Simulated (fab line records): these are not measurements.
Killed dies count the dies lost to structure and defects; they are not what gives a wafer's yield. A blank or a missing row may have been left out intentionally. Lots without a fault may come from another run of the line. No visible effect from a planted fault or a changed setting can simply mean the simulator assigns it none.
Split-lot experiment | flow gf180mcu | 23 wafers read across 5 lots, on a route 602 steps long

== ABOUT THE SPLIT ==
At GF_STI_COAT_07 (resist thk 700 nm), the setting resist_thk_nm was moved away from the recipe's 700 nm on 5 of the 23 wafers read, by -3.9% to +4.2%. This setting was run at the recipe's value on the other wafers.

The reading comes from the split's own step.

== THE READING ==
KrF_of_STI_COAT_07.thk_nm (the simulator's own value, which no gauge read), in nm, at GF_STI_COAT_07 (resist thk 700 nm). The file does not state a usual value for it. Here, 18 wafers ran the recipe; their average is 698.4 nm with a standard deviation of 1.6 nm.

wafer  | tool, chamber at the split | resist_thk_nm as run, nm | against the recipe | KrF_of_STI_COAT_07.thk_nm, nm | against lot-mates on the recipe
L075.1 | litho_track-02, 0          | 700                      | recipe             | 700.2                         | -
L075.2 | litho_track-02, 0          | 700                      | recipe             | 701.6                         | -
L075.3 | litho_track-02, 0          | 729.5                    | +4.2%              | 730.2                         | +28.9
L075.5 | litho_track-02, 0          | 700                      | recipe             | 702                           | -
L075.6 | litho_track-02, 0          | 729.5                    | +4.2%              | 733                           | +31.7
L077.1 | litho_track-04, 0          | 700                      | recipe             | 697.3                         | -
L077.2 | litho_track-04, 0          | 700                      | recipe             | 696.5                         | -
L077.5 | litho_track-04, 0          | 700                      | recipe             | 696                           | -
L082.1 | litho_track-01, 0          | 700                      | recipe             | 699.9                         | -
L082.2 | litho_track-01, 0          | 700                      | recipe             | 698.4                         | -
L082.4 | litho_track-01, 0          | 673                      | -3.9%              | 672.1                         | -27.0
L082.5 | litho_track-01, 0          | 673                      | -3.9%              | 670.4                         | -28.8
L082.6 | litho_track-01, 0          | 673                      | -3.9%              | 672.5                         | -26.6
L083.1 | litho_track-04, 0          | 700                      | recipe             | 697.6                         | -
L083.2 | litho_track-04, 0          | 700                      | recipe             | 697.6                         | -
L083.5 | litho_track-04, 0          | 700                      | recipe             | 697.6                         | -
L083.3 | litho_track-04, 0          | 700                      | recipe             | 697.5                         | -
L083.6 | litho_track-04, 0          | 700                      | recipe             | 696.6                         | -
L084.1 | litho_track-01, 0          | 700                      | recipe             | 698.6                         | -
L084.3 | litho_track-01, 0          | 700                      | recipe             | 697.3                         | -
L084.4 | litho_track-01, 0          | 700                      | recipe             | 699                           | -
L084.5 | litho_track-01, 0          | 700                      | recipe             | 697.8                         | -
L084.6 | litho_track-01, 0          | 700                      | recipe             | 699.3                         | -

FIT RESULTS
A straight line over all 23 wafers: KrF_of_STI_COAT_07.thk_nm changes by +7.37 nm for each +1% of resist_thk_nm; r = +0.99; the points scatter about the line by 1.8 nm.
The same after taking each lot's own level away (the mean of its wafers on the recipe; 23 wafers): +7.16 nm for each +1%; r = +1.00; scatter 0.81 nm.
That fit puts the effect of the largest move of resist_thk_nm on the reading at 30 nm.
From 696.60 to 701.27 nm: that is the span of the lots' own levels, equal to 2.9 times the standard deviation above.
The two slopes agree, so the slope changes little with the lot-to-lot level.
Check: with one of the wafers moved furthest among these (+4.2%) left out of the fit, the line predicts +30.7 nm for it against its lot-mates. It came out at +28.9 nm against them.

== OTHER SPLITS APPLIED TO THESE WAFERS ==
Other splits were also applied to these wafers ahead of the reading. Each is held against what the fit with the lots' levels taken away leaves over:
other split on the same wafers | wafers away from the commonest value | r with KrF_of_STI_COAT_07.thk_nm (lot level and that fit taken away)
GF_STI_CVD_03 time_s           | 18                                   | +0.04

== THE WHOLE CHAIN: every reading that the file lists as answering this split, in the file's order ==
step            | what it does      | reading                                                                    | change (the file's fit)              | r (the file's)
GF_STI_COAT_07  | resist thk 700 nm | KrF_of_STI_COAT_07.thk_nm (the simulator's own value, which no gauge read) | +7.16 nm for each +1% of the setting | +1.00
GF_STI_STRIP_15 | strips in O2/N2   | strip_time_to_endpoint_s                                                   | withheld for each +1% of the setting | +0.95

== FILE'S OWN FIT ==
KrF_of_STI_COAT_07.thk_nm changes by +7.16 nm for each +1% of resist_thk_nm, r = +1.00.
